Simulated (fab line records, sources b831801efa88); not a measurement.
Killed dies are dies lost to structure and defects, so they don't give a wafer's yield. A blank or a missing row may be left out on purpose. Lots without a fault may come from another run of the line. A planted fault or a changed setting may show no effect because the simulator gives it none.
fab line records | flow sky130
record lots=6 wafers=18 last_day=50
route steps=708 shown POLY_GATE@234 LDD_N@237 PAD_OPEN@708
lots that met no fault: from a run of the same line without faults
start_h: hours from the record's first day to the start of the lot's first wafer shown | wait_h: hours since the lot's step before | " the same as in the row above | L1.1+2: a row that stands for several wafers | - no value, or no start given | * or withheld: withheld | < > ~ a bound
route shown NAME@n: a module of which the file shows steps, and the number in the route of the first | usual: mean/standard deviation of fault-free wafers | same: alike in all rows | chamber/n: place in a boat | sites: the reading at each site | _std_site: their standard deviation | _edge_site: outer sites' mean less inner sites' | radius_mm: how far each site lies from the wafer's centre | mask NAME#n: copy n | behind: the tool/chamber that last shaped the wafer | hold: why the lot was held/for how many hours/how that ended | device: the transistor (n, p or np) that didn't switch | end of line: the same wafers' tests at the end of the route | a step without rows: its recipe alone | killed: dies lost to structure and defects at the first sort, not the wafer's yield | map: a wafer's dies, x killed, . not, _ none there
set.NAME: the setting as run; set.NAME@STEP: as run at that earlier step | model.NAME: the simulator's own value behind a step, which no gauge read
lots at some steps of the route; a table a step, a row a wafer
services: from which hour (start_h, from the record's first day; less than 0 if before it) a tool's chamber was out of use, for how many hours, and why
## steps
# step SKY_POLY_GATE_OXIDATION_20
# recipe temp_c=850 ambient=O2 stabilise_s=600 purge_s=300 target_thk_a=40 ox_time_s=899
# step SKY_POLY_GATE_THK_MEAS_21
# recipe reads=SiO2_of_POLY_GATE_OXIDATION_20
# usual POLY_GATE_OXIDATION_THK=3.98/0.09
# columns lot.wafer tool chamber start_h wait_h POLY_GATE_OXIDATION_THK[nm]
L914.2 film_metro-03 - 414.70 0.0 4.07
L914.5 " - " " 4.01
L914.6 " - " " 3.97
L917.1 film_metro-03 - 438.52 0.0 3.93
L917.2 " - " " 3.96
L917.5 " - " " 3.94
L924.1 film_metro-01 - 511.57 0.0 4.13
L924.3 " - " " 4.11
L924.5 " - " " 4.00
L926.1 film_metro-03 - 525.77 0.0 3.94
L926.3 " - " " 3.91
L926.4 " - " " 4.04
L930.2 film_metro-01 - 563.18 0.0 4.07
L930.3 " - " " 4.01
L930.6 " - " " 4.06
L931.1 film_metro-03 - 568.32 0.0 4.03
L931.5 " - " " 4.05
L931.6 " - " " 4.06
# step SKY_POLY_GATE_CD_MEAS_22
# usual cd_nm=149.7/2.1
# columns lot.wafer tool chamber start_h wait_h cd_nm
L914.2 cd_sem-02 - 414.78 0.1 150.2
L914.5 " - " " 148.4
L914.6 " - " " 148.0
L917.1 cd_sem-01 - 438.58 0.1 150.9
L917.2 " - " " 151.0
L917.5 " - " " 150.3
L924.1 cd_sem-02 - 511.63 0.1 149.4
L924.3 " - " " 151.5
L924.5 " - " " 150.9
L926.1 cd_sem-01 - 525.83 0.1 145.9
L926.3 " - " " 143.9
L926.4 " - " " 146.1
L930.2 cd_sem-02 - 563.26 0.1 150.6
L930.3 " - " " 152.0
L930.6 " - " " 151.7
L931.1 cd_sem-02 - 568.38 0.1 149.7
L931.5 " - " " 146.3
L931.6 " - " " 147.9
# step SKY_LDD_N_DEHYDRATE_00
# recipe temp_c=200 time_s=60
# step SKY_LDD_N_HMDS_01
# recipe prime_time_s=60 prime_temp_c=120
# step SKY_LDD_N_COAT_02
# recipe resist=NOVOLAK spin_rpm=3000 resist_thk_nm=300
# step SKY_LDD_N_SOFTBAKE_03
# recipe temp_c=90 time_s=60 resist=NOVOLAK
# step SKY_LDD_N_EXPOSE_04
# recipe mask_id=NTM target_cd_nm=840 na=0.6 source_shape=conventional sigma_outer=0.6 dose_mj=110
# step SKY_LDD_N_PEB_05
# recipe temp_c=withheld time_s=* resist=NOVOLAK
# step SKY_LDD_N_DEVELOP_06
# recipe develop_time_s=60 dev_temp_c=23
# step SKY_LDD_N_OVL_MEAS_07
# usual LDD_N_OVL=-0.1/1.2
# columns lot.wafer tool chamber start_h wait_h LDD_N_OVL[nm]
L914.2 overlay-01 - 444.94 0.1 3.0
L914.5 " - " " 1.1
L914.6 " - " " 2.3
L917.1 overlay-01 - 469.49 0.1 0.6
L917.2 " - " " -0.8
L917.5 " - " " -0.1
L924.1 overlay-01 - 542.17 0.1 -0.9
L924.3 " - " " -2.2
L924.5 " - " " -2.2
L926.1 overlay-02 - 556.32 0.1 0.2
L926.3 " - " " 0.2
L926.4 " - " " -0.4
L930.2 overlay-02 - 592.98 0.1 1.5
L930.3 " - " " 1.6
L930.6 " - " " -0.4
L931.1 overlay-01 - 598.44 0.1 0.0
L931.5 " - " " 1.5
L931.6 " - " " -0.4
# step SKY_LDD_N_IMPLANT_08
# recipe species=As energy_kev=20 dose_cm2=7.5e+13 tilt_deg=withheld rotation_deg=23
# step SKY_LDD_N_IMPLANT_09
# recipe species=As energy_kev=20 dose_cm2=7.5e+13 tilt_deg=withheld rotation_deg=113
# usual beam_on_s=10.05/0.23 dose_ions_cm2=7.498e+13/7e+10 faraday_current_uA=421/9.4
# same implant_ion_amu=75
# columns lot.wafer tool chamber start_h wait_h beam_on_s dose_ions_cm2 faraday_current_uA
L914.2 implanter-04 0 445.14 0.1 10.03 7.492e+13 423
L914.5 " 0 " " 9.79 7.482e+13 432
L914.6 " 0 " " 10.46 7.499e+13 402
L917.1 implanter-02 0 469.68 0.1 10.21 7.498e+13 416
L917.2 " 0 " " 10.04 7.487e+13 420
L917.5 " 0 " " 10.12 7.493e+13 418
L924.1 implanter-04 0 542.36 0.1 10.87 9.324e+13 482
L924.3 " 0 " " 10.79 9.321e+13 485
L924.5 " 0 " " 10.65 9.316e+13 492
L926.1 implanter-04 0 556.51 0.1 10.70 9.318e+13 491
L926.3 " 0 " " 11.26 9.321e+13 466
L926.4 " 0 " " 10.69 9.309e+13 491
L930.2 implanter-02 0 593.18 0.1 10.07 7.506e+13 420
L930.3 " 0 " " 10.31 7.497e+13 410
L930.6 " 0 " " 10.09 7.505e+13 419
L931.1 implanter-02 0 598.63 0.1 10.21 7.493e+13 415
L931.5 " 0 " " 10.40 7.486e+13 407
L931.6 " 0 " " 10.16 7.498e+13 415
# step SKY_LDD_N_IMPLANT_10
# recipe species=As energy_kev=20 dose_cm2=7.5e+13 tilt_deg=withheld rotation_deg=203
# step SKY_LDD_N_IMPLANT_11
# recipe species=As energy_kev=20 dose_cm2=7.5e+13 tilt_deg=withheld rotation_deg=293
# step SKY_LDD_N_IMPLANT_12
# recipe species=BF2 energy_kev=50 dose_cm2=5e+12 tilt_deg=30 rotation_deg=0
# step SKY_LDD_N_IMPLANT_13
# recipe species=BF2 energy_kev=50 dose_cm2=5e+12 tilt_deg=30 rotation_deg=90
# step SKY_LDD_N_IMPLANT_14
# recipe species=BF2 energy_kev=50 dose_cm2=5e+12 tilt_deg=30 rotation_deg=180
# step SKY_LDD_N_IMPLANT_15
# recipe species=BF2 energy_kev=50 dose_cm2=5e+12 tilt_deg=30 rotation_deg=270
# step SKY_LDD_N_STRIP_16
# recipe chemistry=O2/N2 power_w=1400 pressure_mtorr=1500 platen_temp_c=withheld o2_flow_sccm=3000 n2_flow_sccm=300 overash_fraction=0.5
# usual drypump_motor_current_A=6.08/0.25 oes_product_au=0.407/0.0046 strip_time_to_endpoint_s=4.317/0.016
# columns lot.wafer tool chamber start_h wait_h drypump_motor_current_A oes_product_au rf_hours_counter_h strip_time_to_endpoint_s
L914.2 plasma_asher-04 1 446.17 0.1 5.96 0.407 1 4.308
L914.5 " 1 " " 5.97 0.402 - 4.308
L914.6 " 0 " " 6.29 0.406 - 4.323
L917.1 plasma_asher-03 1 470.73 0.1 6.03 0.410 65 4.318
L917.2 " 0 " " 6.43 0.404 65 4.339
L917.5 " 1 " " 6.00 0.409 - 4.332
L924.1 plasma_asher-01 1 543.41 0.1 6.03 0.403 84 4.404
L924.3 " 0 " " 5.61 0.400 - 4.364
L924.5 " 0 " " 5.56 0.406 - 4.374
L926.1 plasma_asher-01 1 557.56 0.1 6.02 0.405 85 4.370
L926.3 " 0 " " 5.63 0.416 - 4.381
L926.4 " 1 " " 6.02 0.400 - 4.372
L930.2 plasma_asher-04 0 594.21 0.1 6.23 0.406 16 4.350
L930.3 " 0 " " 6.20 0.415 - 4.341
L930.6 " 0 " " 6.22 0.405 - 4.320
L931.1 plasma_asher-01 1 599.68 0.1 6.04 0.410 90 4.312
L931.5 " 0 " " 5.59 0.399 - 4.291
L931.6 " 1 " " 6.07 0.405 - 4.293
# step SKY_LDD_N_TW_MEAS_17
# usual LDD_N_TW=2596/22
# columns lot.wafer tool chamber start_h wait_h LDD_N_TW
L914.2 film_metro-04 - 446.28 0.1 2589
L914.5 " - " " 2570
L914.6 " - " " 2590
L917.1 film_metro-04 - 470.83 0.1 2568
L917.2 " - " " 2558
L917.5 " - " " 2579
L924.1 film_metro-01 - 543.51 0.1 2623
L924.3 " - " " 2648
L924.5 " - " " 2632
L926.1 film_metro-04 - 557.66 0.1 2605
L926.3 " - " " 2603
L926.4 " - " " 2607
L930.2 film_metro-03 - 594.32 0.1 2601
L930.3 " - " " 2584
L930.6 " - " " 2605
L931.1 film_metro-01 - 599.78 0.1 2619
L931.5 " - " " 2614
L931.6 " - " " 2607
# step SKY_PAD_OPEN_PROBE_99
# usual killed_at_M0_to_M3=44/7 killed_at_M4_up=3.2/2 killed_at_contacts=25/5.3 killed_at_front_end=15/4.3 killed_at_other=0.3/0.54 killed_dies=86/8.7 killed_open=47/6.4 killed_short=39/5.6
# same gross_dies=492 killed_at_back_side=0
# columns lot.wafer tool chamber start_h wait_h killed_at_M0_to_M3 killed_at_M4_up killed_at_contacts killed_at_front_end killed_at_other killed_dies killed_open killed_short model.etest.tip_n.rs_ohm_sq
L914.2 prober-02 - 1103.86 0.1 41 1 23 20 0 85 48 37 439.3
L914.5 prober-02 - 1104.01 0.2 37 1 29 8 1 76 45 30 433.6
L914.6 prober-02 - 1104.06 0.2 36 2 26 21 1 86 40 45 438.3
L917.1 prober-01 - 1117.64 0.1 42 3 26 16 0 87 48 39 439.2
L917.2 prober-01 - 1117.69 0.1 49 1 30 18 0 98 53 45 440.7
L917.5 prober-01 - 1117.84 0.2 35 2 27 16 0 80 45 35 438.6
L924.1 prober-01 - 1166.25 0.1 50 2 18 12 0 82 46 36 422.3
L924.3 prober-01 - 1166.35 0.2 35 3 29 24 0 91 44 46 420.1
L924.5 prober-01 - 1166.45 0.2 42 2 19 12 0 75 40 35 421.9
L926.1 prober-02 - 1172.45 0.1 37 3 24 10 0 74 48 26 418.7
L926.3 prober-02 - 1172.55 0.2 34 2 27 24 2 89 52 37 417.8
L926.4 prober-02 - 1172.60 0.2 44 3 21 25 0 93 46 46 419.5
L930.2 prober-02 - 1191.95 0.1 49 8 36 10 1 104 59 45 445.9
L930.3 prober-02 - 1192.00 0.2 48 2 24 15 0 89 48 41 441.7
L930.6 prober-02 - 1192.15 0.2 36 0 34 16 0 86 42 44 443
L931.1 prober-02 - 1198.36 0.1 42 3 27 14 0 86 44 42 445.9
L931.5 prober-02 - 1198.56 0.2 37 2 21 19 0 79 34 45 445.1
L931.6 prober-02 - 1198.61 0.2 33 3 40 19 0 95 53 42 439.2
# killed by level:class
L914.2 VIA1:geometric_particle:open=13 LOCAL_INTERCONNECT:geometric_particle:short=7 CONTACT:geometric_particle:open=7 FIELD_ISO:geometric_particle:open=6 FIELD_ISO:geometric_particle:short=6 VIA3:geometric_particle:open=6 LI_CONTACT:geometric_particle:open=5 VIA2:geometric_particle:open=5
L914.5 LI_CONTACT:geometric_particle:open=12 CONTACT:geometric_particle:open=7 VIA2:geometric_particle:open=6 VIA1:geometric_particle:open=6 METAL2:geometric_particle:short=6 CONTACT:geometric_particle:short=4 VIA1:geometric_particle:short=4 FIELD_ISO:geometric_particle:short=3
L914.6 FIELD_ISO:geometric_particle:open=8 LI_CONTACT:geometric_particle:open=7 CONTACT:geometric_particle:open=7 METAL1:geometric_particle:short=7 METAL2:geometric_particle:short=7 VIA1:geometric_particle:short=6 POLY_GATE:geometric_particle:short=5 CONTACT:geometric_particle:short=5
L917.1 LI_CONTACT:geometric_particle:open=11 CONTACT:geometric_particle:open=7 VIA3:geometric_particle:open=6 FIELD_ISO:geometric_particle:open=5 METAL2:geometric_particle:short=5 CONTACT:geometric_particle:short=5 METAL1:geometric_particle:short=5 VIA2:geometric_particle:open=5
L917.2 VIA1:geometric_particle:open=13 LI_CONTACT:geometric_particle:open=11 CONTACT:geometric_particle:open=8 CONTACT:geometric_particle:short=7 FIELD_ISO:geometric_particle:short=5 POLY_GATE:geometric_particle:open=5 VIA2:geometric_particle:open=5 VIA3:geometric_particle:short=5
L917.5 CONTACT:geometric_particle:open=12 VIA3:geometric_particle:open=8 LI_CONTACT:geometric_particle:open=6 CONTACT:geometric_particle:short=5 VIA1:geometric_particle:open=5 POLY_GATE:geometric_particle:short=4 POLY_GATE:geometric_particle:open=4 METAL1:geometric_particle:short=4
L924.1 VIA1:geometric_particle:open=15 METAL2:geometric_particle:short=8 LI_CONTACT:geometric_particle:open=7 CONTACT:geometric_particle:open=6 POLY_GATE:geometric_particle:open=5 METAL3:geometric_particle:short=5 VIA2:geometric_particle:open=5 METAL1:geometric_particle:short=4
L924.3 CONTACT:geometric_particle:open=9 POLY_GATE:geometric_particle:open=8 METAL1:geometric_particle:short=8 FIELD_ISO:geometric_particle:open=7 LI_CONTACT:geometric_particle:open=6 LOCAL_INTERCONNECT:geometric_particle:short=6 CONTACT:geometric_particle:short=5 VIA1:geometric_particle:open=5
L924.5 VIA1:geometric_particle:open=8 METAL2:geometric_particle:short=7 LI_CONTACT:geometric_particle:open=6 CONTACT:geometric_particle:open=6 METAL3:geometric_particle:short=5 VIA2:geometric_particle:open=5 VIA3:geometric_particle:open=5 FIELD_ISO:geometric_particle:open=3
L926.1 LI_CONTACT:geometric_particle:open=10 CONTACT:geometric_particle:open=9 VIA2:geometric_particle:open=9 VIA3:geometric_particle:open=6 POLY_GATE:geometric_particle:short=4 VIA1:geometric_particle:short=4 VIA1:geometric_particle:open=4 FIELD_ISO:geometric_particle:short=3
L926.3 CONTACT:geometric_particle:open=10 FIELD_ISO:geometric_particle:open=8 VIA3:geometric_particle:open=8 CONTACT:geometric_particle:short=7 VIA2:geometric_particle:open=7 METAL2:geometric_particle:short=6 FIELD_ISO:geometric_particle:short=5 POLY_GATE:geometric_particle:short=5
L926.4 VIA1:geometric_particle:open=9 POLY_GATE:geometric_particle:short=8 METAL2:geometric_particle:short=8 CONTACT:geometric_particle:open=8 FIELD_ISO:geometric_particle:short=7 LI_CONTACT:geometric_particle:open=6 VIA1:geometric_particle:short=6 METAL1:geometric_particle:short=5
L930.2 VIA1:geometric_particle:open=18 LOCAL_INTERCONNECT:geometric_particle:short=9 LI_CONTACT:geometric_particle:open=7 VIA2:geometric_particle:open=7 LI_CONTACT:geometric_particle:short=6 CONTACT:geometric_particle:short=6 CONTACT:geometric_particle:open=6 METAL4:geometric_particle:short=5
L930.3 VIA1:geometric_particle:open=12 METAL1:geometric_particle:short=10 LI_CONTACT:geometric_particle:open=8 VIA3:geometric_particle:open=7 CONTACT:geometric_particle:open=6 VIA2:geometric_particle:open=5 METAL3:geometric_particle:short=5 FIELD_ISO:geometric_particle:open=4
L930.6 CONTACT:geometric_particle:open=16 VIA1:geometric_particle:open=8 POLY_GATE:geometric_particle:short=6 LOCAL_INTERCONNECT:geometric_particle:short=6 FIELD_ISO:geometric_particle:open=5 CONTACT:geometric_particle:short=5 METAL1:geometric_particle:short=5 VIA1:geometric_particle:short=5
L931.1 CONTACT:geometric_particle:open=11 VIA1:geometric_particle:open=9 FIELD_ISO:geometric_particle:open=6 VIA1:geometric_particle:short=6 METAL2:geometric_particle:short=6 LI_CONTACT:geometric_particle:open=5 SPACER:geometric_particle:short=4 LI_CONTACT:geometric_particle:short=4
L931.5 CONTACT:geometric_particle:short=10 VIA1:geometric_particle:open=8 VIA2:geometric_particle:open=6 VIA1:geometric_particle:short=6 VIA3:geometric_particle:open=6 FIELD_ISO:geometric_particle:short=5 POLY_GATE:geometric_particle:short=5 LI_CONTACT:geometric_particle:open=5
L931.6 CONTACT:geometric_particle:open=15 CONTACT:geometric_particle:short=13 VIA1:geometric_particle:open=8 FIELD_ISO:geometric_particle:open=6 VIA2:geometric_particle:open=6 LI_CONTACT:geometric_particle:open=5 POLY_GATE:geometric_particle:open=4 LI_CONTACT:geometric_particle:short=4
## services
# columns tool chamber start_h hours kind
plasma_asher-04 - 421.25 9.0 pm
plasma_asher-04 0 421.25 9.0 vent_cycle
plasma_asher-04 1 421.25 9.0 vent_cycle
plasma_asher-04 0 430.25 - clean
plasma_asher-04 1 430.25 - clean
plasma_asher-01 - 442.55 13.8 repair
implanter-04 - 459.14 11.1 repair
implanter-02 - 473.36 105.9 repair
implanter-04 - 480.74 5.0 pm
implanter-02 - 498.30 3.9 repair
plasma_asher-03 - 585.81 2.8 pm
implanter-04 - 591.83 3.2 pm
## key
first_sign step=SKY_LDD_N_IMPLANT_09 reading=dose_ions_cm2 direction=up sigmas=99+ usual=* struck=*
effect step=SKY_LDD_N_IMPLANT_09 reading=faraday_current_uA direction=up sigmas=6.8 usual=421 struck=485
effect step=SKY_LDD_N_STRIP_16 reading=strip_time_to_endpoint_s direction=up sigmas=3.7 usual=* struck=*
model_effect step=SKY_PAD_OPEN_PROBE_99 value=etest.tip_n.rs_ohm_sq without=435.8 struck=420
met_at SKY_LDD_N_IMPLANT_09
struck_wafers L924.1,L924.3,L924.5,L926.1,L926.3,L926.4
tester_left_out L924,L926
onset_between 445.14 542.36
fault kind=process_parameter_drift tool=implanter-04 chamber=- onset_h=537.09 steps=SKY_LDD_N_IMPLANT_09 channel=dose_cm2 offset=* shape=step end_h=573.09 acts_in=* stated=*
# tester_left_out: of these lots the tester's yield and bins aren't shown, on N5 and GAA mostly nor the transistor test; their killed dies are dies lost to structure and defects alone, not to doping, threshold or leakage, so they don't give the yield
